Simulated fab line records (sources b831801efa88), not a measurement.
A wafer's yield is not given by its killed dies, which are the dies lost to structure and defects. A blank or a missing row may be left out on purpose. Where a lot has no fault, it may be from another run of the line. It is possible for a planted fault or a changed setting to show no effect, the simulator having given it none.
What tool caused it?    flow sky130    Sampling: 12 lots, 36 wafers, 6 of 708 route steps

## WHAT THE GAUGES READ, wafer by wafer
SKY_VT_ADJUST_HVTP_TW_MEAS_11. Usual: VT_ADJUST_HVTP_TW 1360, standard deviation 10.
lot   measured      on             VT_ADJUST_HVTP_TW  flag
L671  day 6 06:58   film-metro-02  1352 1362 1361     
L672  day 6 13:30   film-metro-04  1366 1370 1372     
L674  day 6 21:30   film-metro-01  1347 1341 1345     
L675  day 7 03:36   film-metro-04  1375 1378 1375     
L679  day 8 04:43   film-metro-02  1353 1354 1347     
L680  day 8 12:08   film-metro-02  1353 1357 1351     
L681  day 8 16:06   film-metro-01  1352 1360 1355     
L690  day 10 22:11  film-metro-04  1363 1366 1372     
L691  day 11 07:12  film-metro-01  1356 1360 1351     
L692  day 11 14:35  film-metro-04  1365 1365 1369     
L693  day 11 20:54  film-metro-04  1379 1376 1375     
L694  day 11 23:11  film-metro-02  1360 1361 1362     

SKY_SONOS_ONO_CD_MEAS_13: the cd target is 410 nm. Usual: 410.0 nm for cd-nm, sd 2.4.
lot   measured      on         cd-nm (nm)         flag
L671  day 12 22:14  cd-sem-01  408.3 410.8 409.1  
L672  day 13 04:34  cd-sem-01  410.7 409.2 411.1  
L674  day 13 10:31  cd-sem-02  410.8 413.2 412.3  
L675  day 13 20:18  cd-sem-01  406.4 406.1 406.7  
L679  day 15 02:49  cd-sem-02  410.3 413.0 414.4  
L680  day 15 12:51  cd-sem-01  410.4 410.3 409.4  
L681  day 15 18:17  cd-sem-01  413.6 413.1 414.2  
L690  day 18 22:53  cd-sem-01  406.4 403.4 406.3  
L691  day 19 06:31  cd-sem-02  409.4 407.7 406.9  
L692  day 19 16:37  cd-sem-01  408.5 408.4 408.9  
L693  day 20 03:01  cd-sem-02  407.5 406.6 407.9  
L694  day 20 08:12  cd-sem-01  409.1 408.9 410.8  

SKY_GATE_OXIDE_OVL_MEAS_10. Usual: GATE_OXIDE_OVL 0.5 nm, standard deviation 1.5.
lot   measured      on          GATE_OXIDE_OVL (nm)  flag
L671  day 14 01:34  overlay-02  -0.6 -1.3 -1.4       
L672  day 14 07:20  overlay-02  -0.4 0.7 0.5         
L674  day 14 15:00  overlay-02  1.5 3.6 2.6          
L675  day 15 00:39  overlay-01  -1.1 0.7 -0.7        
L679  day 16 08:32  overlay-01  0.7 -0.4 -0.5        
L680  day 16 18:33  overlay-01  2.6 1.3 1.8          
L681  day 16 23:57  overlay-02  - - -                OFF
L690  day 20 07:54  overlay-02  0.9 1.0 1.5          
L691  day 20 15:08  overlay-02  0.0 -0.7 -1.4        
L692  day 21 00:32  overlay-02  -0.6 0.5 0.5         
L693  day 21 11:50  overlay-02  -0.1 1.0 1.9         
L694  day 21 16:48  overlay-01  -1.8 -2.3 -1.6       

SKY_GATE_OXIDE_TW_MEAS_14. Usual: GATE_OXIDE_TW 225.4, standard deviation 1.8.
lot   measured      on             GATE_OXIDE_TW                  flag
L671  day 14 01:58  film-metro-02  223.0 223.8 223.3              
L672  day 14 07:44  film-metro-03  225.4 225.8 223.9              
L674  day 14 15:24  film-metro-02  223.6 224.7 224.2              
L675  day 15 01:02  film-metro-02  226.2 225.7 225.7              
L679  day 16 08:56  film-metro-02  224.1 224.2 224.9              
L680  day 16 18:56  film-metro-02  225.1 225.0 223.6              
L681  day 17 00:20  film-metro-02  30.2 30.1 30.2 29.9 30.1 30.1  OFF
L690  day 20 08:17  film-metro-03  227.4 227.4 227.8              
L691  day 20 15:32  film-metro-02  221.3 223.0 224.1              
L692  day 21 00:55  film-metro-03  227.4 226.2 227.0              
L693  day 21 12:14  film-metro-02  225.4 224.2 224.0              
L694  day 21 17:11  film-metro-02  225.2 224.5 225.2              

SKY_POLY_GATE_CD_MEAS_22. Usual: 149.8 nm for cd-nm, sd 1.6.
lot   measured      on         cd-nm (nm)         flag
L671  day 16 16:05  cd-sem-01  148.3 149.6 151.8  
L672  day 16 21:55  cd-sem-02  150.5 151.7 152.6  
L674  day 17 07:22  cd-sem-01  151.4 151.3 149.3  
L675  day 17 18:56  cd-sem-02  153.4 148.9 154.0  
L679  day 19 12:32  cd-sem-02  151.7 152.6 152.0  
L680  day 19 13:38  cd-sem-02  147.3 148.5 146.7  
L690  day 23 05:20  cd-sem-01  148.7 147.6 147.3  
L691  day 23 13:08  cd-sem-02  148.5 152.2 149.3  
L692  day 23 22:08  cd-sem-02  150.2 149.5 151.7  
L693  day 24 07:40  cd-sem-02  149.2 150.6 148.3  
L694  day 24 14:42  cd-sem-01  148.9 149.1 148.6  

## WHAT TOOL EACH LOT RAN ON (gives the tool, then ch and the chambers of the sampled wafers, and finally the start)
lot   SKY_GATE_OXIDE_EXPOSE_07
L671  iline-stepper-02 ch 0, day 13 12:50
L672  iline-stepper-01 ch 0, day 13 19:07
L674  iline-stepper-02 ch 0, day 14 02:28
L675  iline-stepper-02 ch 0, day 14 11:51
L679  iline-stepper-02 ch 0, day 15 18:44
L680  iline-stepper-01 ch 0, day 16 04:45
L681  iline-stepper-02 ch 0, day 16 10:16
L690  iline-stepper-01 ch 0, day 19 16:23
L691  iline-stepper-01 ch 0, day 19 23:31
L692  iline-stepper-02 ch 0, day 20 09:52
L693  iline-stepper-02 ch 0, day 20 20:31
L694  iline-stepper-02 ch 0, day 21 01:48
- SKY_GATE_OXIDE_EXPOSE_07: exposes mask LVOM, target cd 600 nm.

## AS READ BY THE TOOLS THEMSELVES (means over the sampled wafers that have a number; for cases with no such wafer, the mark the record gives instead)
The record holds no such reading with a usual standard deviation.

## THE ANSWER, worked out from the rows above alone
Rule: lot off if the mean of its wafers having a number is beyond 3 standard deviations from the usual mean. Also off: a lot with no number at a reading for which 4 or more lots have one. Where the step has rows for the other lots, those lots are counted as sound. First the gauges in route order, then the tools' own readings, where a lot's mean is used as printed above. At the first step where some lot is off, the reading lying furthest off is the one used; lots without a number count as furthest.
Off: at SKY_GATE_OXIDE_OVL_MEAS_10 (GATE_OXIDE_OVL), L681. Without a number there: L681.
A tool fits if, at a process step before that reading, it ran every lot that is off, and no sound lot after the first of them. Not tried: the gauges at SKY_GATE_OXIDE_OVL_MEAS_10; whatever is off there is also off at SKY_GATE_OXIDE_TW_MEAS_14, on other tools, and gauge error can't account for it. Not one of the candidates tried fits.

## WHAT THE SIMULATOR HAD PUT IN
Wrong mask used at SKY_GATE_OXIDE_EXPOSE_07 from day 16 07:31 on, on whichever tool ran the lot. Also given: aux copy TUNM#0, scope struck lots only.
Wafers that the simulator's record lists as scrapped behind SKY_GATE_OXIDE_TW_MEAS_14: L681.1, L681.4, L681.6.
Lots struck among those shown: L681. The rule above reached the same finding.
